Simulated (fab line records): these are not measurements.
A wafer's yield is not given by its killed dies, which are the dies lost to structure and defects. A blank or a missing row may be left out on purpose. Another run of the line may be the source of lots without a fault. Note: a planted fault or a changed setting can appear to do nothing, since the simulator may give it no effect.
Which of the tools did it? + flow gf180mcu + Sampling: 15 lots, 45 wafers, 4 of 602 route steps

## WHAT THE GAUGES READ, wafer by wafer
The record holds no reading of a measuring or inspecting step that can be judged against a usual standard deviation.

## EACH LOT AND THE TOOL THAT RAN IT (in order: tool; ch and the chambers of the sampled wafers; start)
| lot  | GF_V3_STRIP_18                      | GF_V3_SPUTTER_21            | GF_V3_CVD_23                 | GF_M4_SPUTTER_02            |
|------|-------------------------------------|-----------------------------|------------------------------|-----------------------------|
| L863 | plasmaAsher-01 ch 0,1, day 22 19:55 | pvdSputter-03, day 22 20:27 | cvdW-02 ch 0,1, day 22 20:33 | pvdSputter-04, day 22 21:16 |
| L864 | plasmaAsher-03 ch 0,1, day 23 02:44 | pvdSputter-03, day 23 03:20 | cvdW-02 ch 0,1, day 23 03:26 | pvdSputter-02, day 23 04:09 |
| L865 | plasmaAsher-03 ch 0,1, day 23 09:17 | pvdSputter-03, day 23 09:49 | cvdW-02 ch 0,1, day 23 09:55 | pvdSputter-02, day 23 10:38 |
| L867 | plasmaAsher-01 ch 0,1, day 25 01:08 | pvdSputter-04, day 25 01:41 | cvdW-01 ch 0,1, day 25 01:47 | pvdSputter-02, day 25 03:09 |
| L869 | plasmaAsher-01 ch 0,1, day 25 07:00 | pvdSputter-03, day 25 07:30 | cvdW-01 ch 0,1, day 25 07:38 | pvdSputter-03, day 25 08:20 |
| L870 | plasmaAsher-01 ch 0,1, day 25 18:26 | pvdSputter-01, day 25 18:58 | cvdW-01 ch 0,1, day 25 19:04 | pvdSputter-02, day 25 19:47 |
| L872 | plasmaAsher-04 ch 0,1, day 25 23:39 | pvdSputter-03, day 26 00:11 | cvdW-02 ch 0,1, day 26 00:19 | -                           |
| L873 | plasmaAsher-01 ch 0,1, day 27 00:05 | pvdSputter-04, day 27 00:37 | cvdW-02 ch 0,1, day 27 00:43 | -                           |
| L874 | plasmaAsher-03 ch 0,1, day 27 00:26 | pvdSputter-01, day 27 00:59 | cvdW-01 ch 0,1, day 27 01:05 | -                           |
| L880 | plasmaAsher-04 ch 1, day 28 19:38   | pvdSputter-04, day 28 20:31 | cvdW-02 ch 1, day 28 20:37   | pvdSputter-03, day 28 21:21 |
| L881 | plasmaAsher-01 ch 0,1, day 28 21:56 | pvdSputter-04, day 28 22:36 | cvdW-02 ch 0, day 28 22:42   | pvdSputter-04, day 28 23:51 |
| L882 | plasmaAsher-01 ch 0,1, day 29 02:58 | pvdSputter-04, day 29 03:39 | cvdW-02 ch 1, day 29 03:45   | pvdSputter-04, day 29 04:28 |
| L883 | plasmaAsher-03 ch 0,1, day 29 13:37 | pvdSputter-04, day 29 14:08 | cvdW-02 ch 0,1, day 29 14:16 | pvdSputter-03, day 29 14:57 |
| L884 | plasmaAsher-01 ch 0, day 29 18:44   | pvdSputter-03, day 29 19:19 | cvdW-01 ch 0,1, day 29 19:25 | pvdSputter-04, day 29 20:08 |
| L885 | plasmaAsher-03 ch 0,1, day 30 11:53 | pvdSputter-04, day 30 12:26 | cvdW-02 ch 0,1, day 30 12:36 | pvdSputter-03, day 30 13:37 |
- GF_V3_STRIP_18: strips in O2/N2.
- GF_V3_SPUTTER_21: material Ti, target thk 15 nm, time 80.02 s.
- GF_V3_CVD_23: deposits W, target thk 350 nm, time 104.9 s.
- GF_M4_SPUTTER_02: material AlCu, target thk 450 nm, time 23.9 s.

## WHAT THE TOOLS THEMSELVES READ (means of the sampled wafers that have a number; where no wafer has one, the mark that the record gives instead)
GF_V3_STRIP_18. Usual: chamberPressureMTorr 1500.0 mTorr, standard deviation 1.3; drypumpMotorCurrentA 5.6 A, standard deviation 0.52; heaterPowerW 325 W, standard deviation 33; oesProductAu 0.594 a.u., standard deviation 0.0048.
| lot  | tool           | chamberPressureMTorr (mTorr) | drypumpMotorCurrentA (A) | heaterPowerW (W) | oesProductAu (a.u.) | flag |
|------|----------------|------------------------------|--------------------------|------------------|---------------------|------|
| L863 | plasmaAsher-01 | 1500.4                       | 5.4                      | 326              | 0.593               |      |
| L864 | plasmaAsher-03 | 1500.2                       | 6.3                      | 289              | 0.592               |      |
| L865 | plasmaAsher-03 | 1501.1                       | 6.3                      | 288              | 0.598               |      |
| L867 | plasmaAsher-01 | 1499.4                       | 5.5                      | 330              | 0.595               |      |
| L869 | plasmaAsher-01 | 1500.1                       | 5.5                      | 331              | 0.591               |      |
| L870 | plasmaAsher-01 | 1500.4                       | 5.5                      | 330              | 0.599               |      |
| L872 | plasmaAsher-04 | -                            | -                        | -                | -                   | OFF  |
| L873 | plasmaAsher-01 | -                            | -                        | -                | -                   | OFF  |
| L874 | plasmaAsher-03 | -                            | -                        | -                | -                   | OFF  |
| L880 | plasmaAsher-04 | 1499.9                       | 5.9                      | 303              | 0.592               |      |
| L881 | plasmaAsher-01 | 1499.9                       | 5.4                      | 329              | 0.597               |      |
| L882 | plasmaAsher-01 | 1499.8                       | 5.4                      | 326              | 0.595               |      |
| L883 | plasmaAsher-03 | 1498.9                       | 6.0                      | 303              | 0.594               |      |
| L884 | plasmaAsher-01 | 1500.6                       | 5.2                      | 313              | 0.591               |      |
| L885 | plasmaAsher-03 | 1500.5                       | 6.0                      | 307              | 0.598               |      |

GF_V3_SPUTTER_21. Usual: throttleValvePct 30.5 %, standard deviation 1.2.
| lot  | tool          | throttleValvePct (%) | flag |
|------|---------------|----------------------|------|
| L863 | pvdSputter-03 | 30.9                 |      |
| L864 | pvdSputter-03 | 30.6                 |      |
| L865 | pvdSputter-03 | 30.9                 |      |
| L867 | pvdSputter-04 | 31.6                 |      |
| L869 | pvdSputter-03 | 30.9                 |      |
| L870 | pvdSputter-01 | 29.5                 |      |
| L872 | pvdSputter-03 | 30.7                 |      |
| L873 | pvdSputter-04 | 29.3                 |      |
| L874 | pvdSputter-01 | 28.6                 |      |
| L880 | pvdSputter-04 | 30.1                 |      |
| L881 | pvdSputter-04 | 30.1                 |      |
| L882 | pvdSputter-04 | 30.9                 |      |
| L883 | pvdSputter-04 | 31.9                 |      |
| L884 | pvdSputter-03 | 30.7                 |      |
| L885 | pvdSputter-04 | 30.5                 |      |

GF_V3_CVD_23. Usual: heaterPowerW 837 W, standard deviation 100; susceptorTempC 400.03 C, standard deviation 0.21.
| lot  | tool    | heaterPowerW (W) | susceptorTempC (C) | flag |
|------|---------|------------------|--------------------|------|
| L863 | cvdW-02 | 752              | 399.90             |      |
| L864 | cvdW-02 | 804              | 400.04             |      |
| L865 | cvdW-02 | 749              | 400.04             |      |
| L867 | cvdW-01 | 942              | 400.14             |      |
| L869 | cvdW-01 | 943              | 400.03             |      |
| L870 | cvdW-01 | 954              | 400.14             |      |
| L872 | cvdW-02 | 761              | 399.96             |      |
| L873 | cvdW-02 | 758              | 400.05             |      |
| L874 | cvdW-01 | 964              | 399.81             |      |
| L880 | cvdW-02 | 714              | 400.08             |      |
| L881 | cvdW-02 | 838              | 399.95             |      |
| L882 | cvdW-02 | 711              | 399.81             |      |
| L883 | cvdW-02 | 806              | 400.17             |      |
| L884 | cvdW-01 | 975              | 399.92             |      |
| L885 | cvdW-02 | 798              | 399.98             |      |

GF_M4_SPUTTER_02. Usual: throttleValvePct 30.4 %, standard deviation 1.1.
| lot  | tool          | throttleValvePct (%) | flag |
|------|---------------|----------------------|------|
| L863 | pvdSputter-04 | 30.6                 |      |
| L864 | pvdSputter-02 | 29.2                 |      |
| L865 | pvdSputter-02 | 29.7                 |      |
| L867 | pvdSputter-02 | 29.7                 |      |
| L869 | pvdSputter-03 | 30.9                 |      |
| L870 | pvdSputter-02 | 29.9                 |      |
| L880 | pvdSputter-03 | 30.8                 |      |
| L881 | pvdSputter-04 | 29.0                 |      |
| L882 | pvdSputter-04 | 30.1                 |      |
| L883 | pvdSputter-03 | 30.8                 |      |
| L884 | pvdSputter-04 | 29.2                 |      |
| L885 | pvdSputter-03 | 31.0                 |      |

## THE ANSWER, worked out from the rows above alone
Rule: lot off if the mean of its wafers having a number is beyond 3 standard deviations from the usual mean. Also off: a lot with no number at a reading for which 4 or more lots have one. Where the step has rows for the other lots, those lots are counted as sound. After the gauges, taken in route order, come the tools' own readings; for these a lot's mean is taken, as printed above. The first step at which some lot is off is used, and at that step the reading that is off furthest; a lot without a number counts as furthest.
Off: L872, L873, L874 (GF_V3_STRIP_18, chamberPressureMTorr). Without a number there: L872, L873, L874.
A tool fits if, at that step or a process step before it, it ran every lot that is off, and no sound lot after the first of them. Not one of the candidates tried fits.

## WHAT WAS PUT IN BY THE SIMULATOR
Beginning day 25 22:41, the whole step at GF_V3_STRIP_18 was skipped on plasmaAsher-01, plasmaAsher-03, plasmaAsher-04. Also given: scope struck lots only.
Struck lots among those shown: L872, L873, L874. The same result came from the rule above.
